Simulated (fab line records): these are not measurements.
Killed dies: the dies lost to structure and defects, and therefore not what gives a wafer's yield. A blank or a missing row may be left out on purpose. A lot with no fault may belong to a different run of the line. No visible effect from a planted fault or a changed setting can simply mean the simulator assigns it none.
Which tool did it? -- flow gf180mcu -- Sampling: 13 lots, 39 wafers, 4 of 602 route steps

== WHAT THE GAUGES READ, wafer by wafer ==
GF_VT_IMPLANT_RS_MEAS_47: measures by four-point-probe. Usual: NWELL_RS typically reads 485.7 ohm/sq, with standard deviation 1.3.
lot,measured,on,NWELL_RS (ohm/sq),flag
L289,day 7 12:32,film_metro-02,486.1 484.6 485.0,
L290,day 7 20:10,film_metro-02,483.4 484.8 483.9,
L291,day 8 01:22,film_metro-04,488.6 487.0 487.3,
L292,day 8 09:52,film_metro-04,486.8 485.8 485.4,
L293,day 8 16:36,film_metro-04,485.7 485.4 485.7,
L294,day 8 22:40,film_metro-04,487.0 486.6 487.4,
L295,day 9 08:10,film_metro-02,484.5 483.4 483.7,
L296,day 9 11:37,film_metro-02,485.7 487.0 485.7,
L297,day 9 19:40,film_metro-04,486.1 486.2 484.5,
L299,day 10 07:44,film_metro-03,486.5 486.8 485.1,
L300,day 10 17:16,film_metro-04,487.3 487.0 487.3,
L311,day 13 18:39,film_metro-04,487.1 487.2 488.4,
L312,day 14 04:01,film_metro-04,482.4 486.1 485.6,

GF_HV_LDD_OVL_MEAS_08. Usual: HV_LDD_OVL typically reads 0.8 nm, with standard deviation 1.4.
lot,measured,on,HV_LDD_OVL (nm),flag
L289,day 9 23:20,overlay-02,1.3 1.8 2.2,
L290,day 10 05:55,overlay-02,1.0 0.8 2.3,
L291,day 10 12:25,overlay-02,0.0 -1.7 -2.3,
L292,day 10 20:01,overlay-02,0.9 3.6 1.9,
L293,day 11 07:32,overlay-01,-0.6 0.3 0.4,
L294,day 11 11:29,overlay-02,0.0 -0.3 0.5,
L295,day 11 20:17,overlay-02,3.3 3.0 1.0,
L296,day 12 07:25,overlay-01,0.2 0.0 -1.3,
L297,day 12 12:38,overlay-01,1.0 2.1 1.5,
L299,day 13 01:10,overlay-01,0.4 -0.5 1.0,
L300,day 13 11:02,overlay-01,0.6 -1.8 1.2,
L311,day 16 19:00,overlay-02,-1.6 0.0 0.5,
L312,day 17 06:18,overlay-01,0.6 -0.1 -1.3,

== WHAT TOOL EACH LOT RAN ON (gives the tool, then ch and the chambers of the sampled wafers, and finally the start) ==
lot,GF_MVPSD_STRIP_10,GF_POLY_GATE_ETCH_13
L289,"plasma_asher-01 ch 0, day 5 00:23","rie_si-02 ch 0,1,3, day 9 04:55"
L290,"plasma_asher-02 ch 0,1, day 5 07:29","rie_si-02 ch 0,2,3, day 9 11:16"
L291,"plasma_asher-01 ch 0,1, day 5 11:14","rie_si-02 ch 0,2,3, day 9 17:13"
L292,"plasma_asher-04 ch 0,1, day 5 19:22","rie_si-01 ch 0,1,3, day 10 01:01"
L293,"plasma_asher-04 ch 0,1, day 6 01:10","rie_si-01 ch 1,2,3, day 10 09:17"
L294,"plasma_asher-02 ch 1, day 6 06:43","rie_si-01 ch 0,2,3, day 10 15:19"
L295,"plasma_asher-01 ch 0,1, day 6 15:16","rie_si-02 ch 0,2, day 11 00:07"
L296,"plasma_asher-01 ch 0,1, day 6 17:56","rie_si-01 ch 0,1,2, day 11 10:07"
L297,"plasma_asher-01 ch 0,1, day 7 01:10","rie_si-01 ch 0,2,3, day 11 14:56"
L299,"plasma_asher-04 ch 0,1, day 7 11:04","rie_si-01 ch 1,2,3, day 12 03:37"
L300,"plasma_asher-02 ch 0,1, day 7 19:55","rie_si-02 ch 1,2,3, day 12 13:19"
L311,"plasma_asher-02 ch 0,1, day 10 12:23","rie_si-02 ch 0,2, day 15 19:31"
L312,"plasma_asher-02 ch 0, day 10 19:53","rie_si-02 ch 0,3, day 16 06:10"
- GF_MVPSD_STRIP_10: strips in O2/N2.
- GF_POLY_GATE_ETCH_13: etches poly-Si in HBr/Cl2, stops on SiO2, target depth 198.5 nm, time 69.6 s.

== AS READ BY THE TOOLS THEMSELVES (means over the sampled wafers that have a number; for cases with no such wafer, the mark the record gives instead) ==
GF_MVPSD_STRIP_10. Usual: drypump_motor_current_A 5.79 A, standard deviation 0.28; heater_power_w 313 W, standard deviation 38; oes_product_au 0.722 a.u., standard deviation 0.0042; strip_time_to_endpoint_s 36.97 s, standard deviation 0.12.
lot,tool,drypump_motor_current_A (A),heater_power_w (W),oes_product_au (a.u.),strip_time_to_endpoint_s (s),flag
L289,plasma_asher-01,6.03,382,0.721,36.93,
L290,plasma_asher-02,6.05,312,0.724,36.99,
L291,plasma_asher-01,5.68,361,0.721,36.96,
L292,plasma_asher-04,5.64,312,0.725,36.92,
L293,plasma_asher-04,5.53,298,0.724,36.98,
L294,plasma_asher-02,5.85,255,0.723,36.94,
L295,plasma_asher-01,5.67,363,0.723,36.78,
L296,plasma_asher-01,5.89,369,0.723,37.01,
L297,plasma_asher-01,5.90,370,0.723,36.97,
L299,plasma_asher-04,5.52,306,0.722,36.84,
L300,plasma_asher-02,6.04,303,0.722,37.02,
L311,plasma_asher-02,5.95,281,0.725,36.93,
L312,plasma_asher-02,6.18,321,0.725,37.16,

GF_POLY_GATE_ETCH_13. Usual: bias_w 100.00 W, standard deviation 0.29; drypump_motor_current_A 6.0 A, standard deviation 0.47; oes_product_au 0.994 a.u., standard deviation 0.0085; throttle_valve_pct 33.685 %, standard deviation 0.0097.
lot,tool,bias_w (W),drypump_motor_current_A (A),oes_product_au (a.u.),throttle_valve_pct (%),flag
L289,rie_si-02,100.29,6.0,0.990,33.687,
L290,rie_si-02,100.31,6.0,0.986,33.686,
L291,rie_si-02,99.91,6.1,0.997,33.692,
L292,rie_si-01,100.23,6.2,1.000,33.680,
L293,rie_si-01,99.99,6.1,0.992,33.680,
L294,rie_si-01,99.67,5.8,0.989,33.686,
L295,rie_si-02,99.90,6.1,0.990,33.693,
L296,rie_si-01,99.77,6.0,0.989,33.685,
L297,rie_si-01,100.09,5.8,1.003,33.682,
L299,rie_si-01,99.99,6.1,1.002,33.687,
L300,rie_si-02,99.96,5.7,0.995,33.684,
L311,rie_si-02,109.99,6.4,0.990,33.695,OFF
L312,rie_si-02,109.81,5.9,0.994,33.683,OFF

== THE ANSWER, worked out from the rows above alone ==
Rule: a lot is off if the mean of its wafers that have a number lies more than 3 standard deviations from the usual mean. Also off: a lot with no number at a reading for which 4 or more lots have one. The other lots that the step has rows for count as sound. After the gauges, taken in route order, come the tools' own readings; for these a lot's mean is taken, as printed above. The first step at which some lot is off is used, and at that step the reading that is off furthest; a lot without a number counts as furthest.
Off: L311, L312 (GF_POLY_GATE_ETCH_13, bias_w).
If a tool, at that step or one of the process steps before it, ran each lot that is off and ran no sound lot following the first of them, it fits. This does not decide it: 2 tools fit, namely plasma_asher-02 at GF_MVPSD_STRIP_10 and rie_si-02 at GF_POLY_GATE_ETCH_13.

== WHAT HAD BEEN PUT IN BY THE SIMULATOR ==
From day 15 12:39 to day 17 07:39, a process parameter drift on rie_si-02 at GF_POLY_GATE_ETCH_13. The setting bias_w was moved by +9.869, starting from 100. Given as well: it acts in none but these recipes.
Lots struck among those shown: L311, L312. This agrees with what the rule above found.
